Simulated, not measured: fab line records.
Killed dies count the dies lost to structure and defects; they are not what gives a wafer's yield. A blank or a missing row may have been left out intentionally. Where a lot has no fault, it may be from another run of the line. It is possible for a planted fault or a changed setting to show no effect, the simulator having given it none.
Struck lot and sound lot, side by side	flow gf180mcu	18 steps out of a route of 602
Sound: the wafers L202.2, L202.3, L202.6. Wafers struck: L196.1, L196.3, L196.4. Last of all comes the cause.
Per side, at each step with rows, come the tool, then ch with its chambers, and then its first start. Under that, the readings that differ: sound wafers	struck wafers	difference of the means	sigmas: that difference in standard deviations of wafers without a fault.
alike: readings with means less than 2 such deviations apart, plus words and numbers identical on both sides. not compared: withheld readings, readings lacking a value on some wafer, bounds such as >300 that could conceal the same value, and numbers that have no deviation in the record and whose values overlap.
The two part at a step that has a row with sigmas, a row that says differs or no value, or rows on one side only. Numbers that have no deviation but don't overlap get no sigmas and don't part them. A reading that every wafer of one side lacks parts them only if that side has two wafers or more.

GF_V5_CMP_26: polishes, stops on SiO2, t overpolish 15 s, target thk 0 nm.
  sound on cmp-01 ch 1,3, day 32 20:25; struck on cmp-01 ch 1,2,3, day 31 12:41
  alike: motorCurrentA, overpolishRunS, timeToEndpointS
GF_TOP_METAL_SPUTTER_00: material Ti, target thk 37.5 nm, time 150 s.
  sound: pvdSputter-02 at day 32 20:43; struck: pvdSputter-04 at day 31 12:59
  alike: substrateTempC, throttleValvePct
GF_TOP_METAL_SPUTTER_01: material TiN, target thk 30 nm, time 25 s.
  sound: pvdSputter-02 at day 32 20:49; struck: pvdSputter-04 at day 31 13:05
  alike: throttleValvePct
GF_TOP_METAL_SPUTTER_02: material AlCu, target thk 900 nm, time 47.82 s.
  sound: pvdSputter-02 at day 32 20:50; struck: pvdSputter-04 at day 31 13:07
  alike: substrateTempC, throttleValvePct
then, 1 step without rows for these wafers: GF_TOP_METAL_SPUTTER_03 (material Ti, target thk 5 nm, time 3.3 s).
GF_TOP_METAL_SPUTTER_04: material TiN, target thk 25 nm, time 20.8 s.
  sound: pvdSputter-02 at day 32 20:54; struck: pvdSputter-04 at day 31 13:10
  alike: throttleValvePct
GF_TOP_METAL_RS_MEAS_05: a four-point-probe measurement.
  sound: filmMetro-04 at day 32 20:57; struck: filmMetro-02 at day 31 13:12
  alike: TOP_METAL_ALCU_RS
GF_TOP_METAL_THK_MEAS_06: measures by xrf.
  sound: filmMetro-04 at day 32 21:04; struck: filmMetro-02 at day 31 13:19
  alike: TOP_METAL_ALCU_THK
then, 4 steps without rows for these wafers: GF_TOP_METAL_DEHYDRATE_07 (time 60 s); GF_TOP_METAL_HMDS_08 (prime time 60 s); GF_TOP_METAL_COAT_09 (resist thk 1500 nm); GF_TOP_METAL_SOFTBAKE_10 (time 60 s).
GF_TOP_METAL_EXPOSE_11: exposes mask MetalTop, target cd 440 nm.
  sound on ilineStepper-01 ch 0, day 33 05:20; struck on ilineStepper-02 ch 0, day 31 22:00
reading	sound	struck	difference	sigmas
exposureDoseMJCm2	170.21 169.74 169.83	166.51 166.48 166.59	-3.40	-23
  alike: mask
then, 2 steps without rows for these wafers: GF_TOP_METAL_PEB_12; GF_TOP_METAL_DEVELOP_13 (develop time 60 s).
GF_TOP_METAL_CD_MEAS_14: target cd 440 nm.
  sound: cdSem-01 at day 33 13:10; struck: cdSem-02 at day 32 05:55
reading	sound	struck	difference	sigmas
cdNm (nm)	436.8 435.6 437.9	445.8 447.8 447.6	+10.3	+4
GF_TOP_METAL_OVL_MEAS_15:
  sound: overlay-01 at day 33 13:17; struck: overlay-01 at day 32 06:02
  alike: TOP_METAL_OVL
GF_PASSIVATION_PROBE_99:
  the record has rows for the struck wafers here (prober-02, day 33 01:51) and none for the sound ones

WHERE THEY PART
Last at GF_PASSIVATION_PROBE_99 as far as this record goes, first at GF_TOP_METAL_EXPOSE_11.

WHY: what the simulator had put in
Process parameter drift: ilineStepper-02, from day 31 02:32 on, at GF_TOP_METAL_EXPOSE_11. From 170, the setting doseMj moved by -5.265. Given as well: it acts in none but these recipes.
